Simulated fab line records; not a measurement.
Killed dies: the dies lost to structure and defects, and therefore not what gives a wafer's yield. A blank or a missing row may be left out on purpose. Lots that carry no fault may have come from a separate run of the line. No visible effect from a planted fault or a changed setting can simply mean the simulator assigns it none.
Which of the tools did it? :: flow gf180mcu :: 21 wafers sampled from 7 lots at 1 step of a route of 602

## WHAT THE GAUGES READ, wafer by wafer
GF_STI_THK_MEAS_04.
lot: L856
measured: day 1 19:54
on: film metro-01
STI_CVD_03_THK (nm): 206.4 206.7 207.3

lot: L860
measured: day 2 14:42
on: film metro-04
STI_CVD_03_THK (nm): 210.4 209.6 210.6

lot: L862
measured: day 3 02:01
on: film metro-04
STI_CVD_03_THK (nm): 205.5 206.1 206.5

lot: L867
measured: day 4 02:17
on: film metro-02
STI_CVD_03_THK (nm): 209.8 209.8 209.7

lot: L871
measured: day 4 22:27
on: film metro-01
STI_CVD_03_THK (nm): 210.5 210.0 208.9

lot: L873
measured: day 5 07:54
on: film metro-01
STI_CVD_03_THK (nm): 210.7 211.5 210.3

lot: L877
measured: day 6 03:34
on: film metro-02
STI_CVD_03_THK (nm): 207.8 209.5 208.5

## WHAT TOOL EACH LOT RAN ON (gives the tool, then ch and the chambers of the sampled wafers, and finally the start)
Before these readings, the record contains no process step.

## THE ANSWER, worked out from the rows above alone
Rule: the lots themselves supply what counts as usual. The widest of any qualifying gaps counts: lots, ordered by their means at a reading, are off when they make up no more than a third of the lots, leave a main group of 4 or more, and stand apart from it by 3 or more times the standard deviation of that group's means. The tables above print the reading to a certain number of digits; a main group whose means all agree to those digits is not used. A lot without any number at a reading at which 4 lots or more have one is off too. Any other lot the step has rows for is counted as sound.
Across all readings shown, no lot is off: no conclusion can be drawn from this.

## WHAT THE SIMULATOR PUT IN
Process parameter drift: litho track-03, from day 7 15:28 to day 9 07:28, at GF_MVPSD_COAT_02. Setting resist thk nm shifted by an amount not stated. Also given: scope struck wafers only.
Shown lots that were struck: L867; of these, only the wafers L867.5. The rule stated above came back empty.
